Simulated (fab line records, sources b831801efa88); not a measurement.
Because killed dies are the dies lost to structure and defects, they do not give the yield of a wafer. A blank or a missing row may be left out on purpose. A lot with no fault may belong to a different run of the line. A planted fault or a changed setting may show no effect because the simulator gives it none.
Matching of chambers    flow sfq_line    SFQ_TRILAYER_I4_CMP_CMP_100 on cmp-01 has 4 sister chambers
The step polishes SiO2. 16 wafers are shown with their chamber, then 8 later ones without.

== WAFERS WITH THEIR CHAMBER ==
wafer   chamber  motor_current_A (A)  time_to_endpoint_s (s)  head_pressure_psi (psi)
L554.2  0        11.4                 203                     3.127
L554.3  2        10.6                 198                     3.133
L554.4  1        10.5                 208                     3.131
L556.2  1        10.4                 195                     3.134
L556.3  3        10.4                 203                     3.128
L556.5  1        10.9                 203                     3.125
L559.2  1        10.9                 201                     3.123
L559.3  0        11.0                 198                     3.120
L559.6  0        11.3                 201                     3.130
L566.2  0        10.8                 200                     3.125
L566.1  2        10.7                 202                     3.127
L566.6  0        10.9                 210                     3.126
L571.4  2        10.6                 191                     3.134
L571.5  2        10.8                 188                     3.132
L571.6  3        10.2                 199                     3.117
L573.3  3        10.4                 204                     3.127

SIGNATURES, as means of the wafers listed above
reading             chamber 0  chamber 1  chamber 2  chamber 3  scatter within a chamber
motor_current_A     11.080     10.675     10.675     10.333     0.21
time_to_endpoint_s  202.40     201.75     194.75     202.00     5.07
head_pressure_psi   3.12560    3.12825    3.13150    3.12400    0.00442
Rule: a wafer's distance from a chamber is the root of the sum, over the readings, of the square of ((its reading less the chamber's mean) divided by the reading's scatter). If the next closest chamber is less than 2 further off than the closest, the wafer can't be placed; otherwise it belongs to the closest. The scatter is the square root of a quotient: the sum, over the shown wafers, of each reading's squared deviation from its chamber's mean, divided by wafers minus chambers.

== WAFERS MISSING THEIR CHAMBER ==
wafer   motor_current_A (A)  time_to_endpoint_s (s)  head_pressure_psi (psi)
L573.2  10.7                 199                     3.129
L573.6  10.2                 207                     3.133
L575.4  11.6                 203                     3.128
L575.5  10.7                 192                     3.141
L575.6  9.5                  209                     3.127
L576.1  9.9                  198                     3.135
L576.5  10.6                 193                     3.136
L576.6  11.2                 202                     3.126

== CHAMBER TAKEN BY EACH ==
wafer   from the rows above                in truth
L573.2  can't be placed: 1 or 2 or 0 or 3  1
L573.6  can't be placed: 3 or 1 or 2       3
L575.4  can't be placed: 0 or 1            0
L575.5  can't be placed: 2 or 1            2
L575.6  can't be placed: 3 or 1            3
L576.1  can't be placed: 3 or 2 or 1       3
L576.5  can't be placed: 2 or 1            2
L576.6  can't be placed: 0 or 1            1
Correct placement for 0 of the 8. Can't be placed from these rows: 8 (the true chamber is among the candidates in 8). Number placed wrongly: 0.
